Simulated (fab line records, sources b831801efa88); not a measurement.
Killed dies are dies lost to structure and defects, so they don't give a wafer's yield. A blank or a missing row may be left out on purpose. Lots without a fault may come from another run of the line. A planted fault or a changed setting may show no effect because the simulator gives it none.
One fault seen from 2 desks | flow sky130 | each desk has only its own numbers; what lay behind them comes last

THE METROLOGY DESK
What the gauges read, lot by lot, whatever tool the lot ran on: means of the sampled wafers that have a number. A lot is out of limits, marked OUT, if its mean lies more than 4 standard deviations from the usual mean; the brackets give that distance.
Columns: A = LI_CONTACT_BOW at SKY_LI_CONTACT_BOW_MEAS_03, usual 56 um
lot  | first seen here | A
L747 | day 28 04:44    | 61
L749 | day 28 21:06    | 65
L752 | day 30 09:32    | 53
L751 | day 30 10:23    | 56
L754 | day 30 12:53    | 55
L755 | day 31 09:23    | 58
L758 | day 31 21:04    | 54
L757 | day 32 01:17    | 64
L759 | day 32 04:42    | 50
L767 | day 34 23:50    | 56
L769 | day 35 07:12    | 55
L768 | day 35 14:13    | 51
L770 | day 36 04:11    | 59
This desk's finding: nothing out of limits on any of the 13 lots.

THE TOOL OWNER'S DESK: cmp-02
The tool's own readings at SKY_CONTACT_CMP_27 (polishes, stops on SiO2, t overpolish 15 s, target thk 0 nm): means of the sampled wafers that have a number, for each lot that ran on this tool. A lot is out of limits, marked OUT, if its mean lies more than 4 standard deviations from the usual mean; the brackets give that distance.
Columns: A = motor_current_A at SKY_CONTACT_CMP_27, usual 10.6 A; B = overpolish_run_s at SKY_CONTACT_CMP_27, usual 15.000 s; C = retaining_ring_pressure_frac at SKY_CONTACT_CMP_27, usual 1.000; D = time_to_endpoint_s at SKY_CONTACT_CMP_27, usual 81 s
lot  | first seen here | A    | B      | C     | D
L749 | day 32 13:08    | 10.9 | 15.003 | 1.002 | 82
L752 | day 34 00:32    | 11.2 | 14.996 | 1.001 | 80
L751 | day 34 01:45    | 11.1 | 15.001 | 0.998 | 80
L755 | day 34 23:10    | 11.3 | 14.999 | 0.994 | 76
L757 | day 35 14:50    | 11.0 | 15.004 | 0.997 | 71
L759 | day 35 18:47    | 10.9 | 15.000 | 0.999 | 70
L767 | day 38 11:14    | 11.8 | 14.999 | 1.000 | 82
L769 | day 38 18:30    | 11.3 | 15.002 | 1.001 | 84
L768 | day 39 00:44    | 11.0 | 15.002 | 1.006 | 85
L770 | day 39 14:44    | 11.3 | 14.984 | 1.005 | 83
This desk's finding: nothing out of limits on any of the 10 lots.

PUT TOGETHER
The metrology desk saw nothing out of limits.
The tool owner's desk saw nothing out of limits.

WHAT THE SIMULATOR HAD PUT IN
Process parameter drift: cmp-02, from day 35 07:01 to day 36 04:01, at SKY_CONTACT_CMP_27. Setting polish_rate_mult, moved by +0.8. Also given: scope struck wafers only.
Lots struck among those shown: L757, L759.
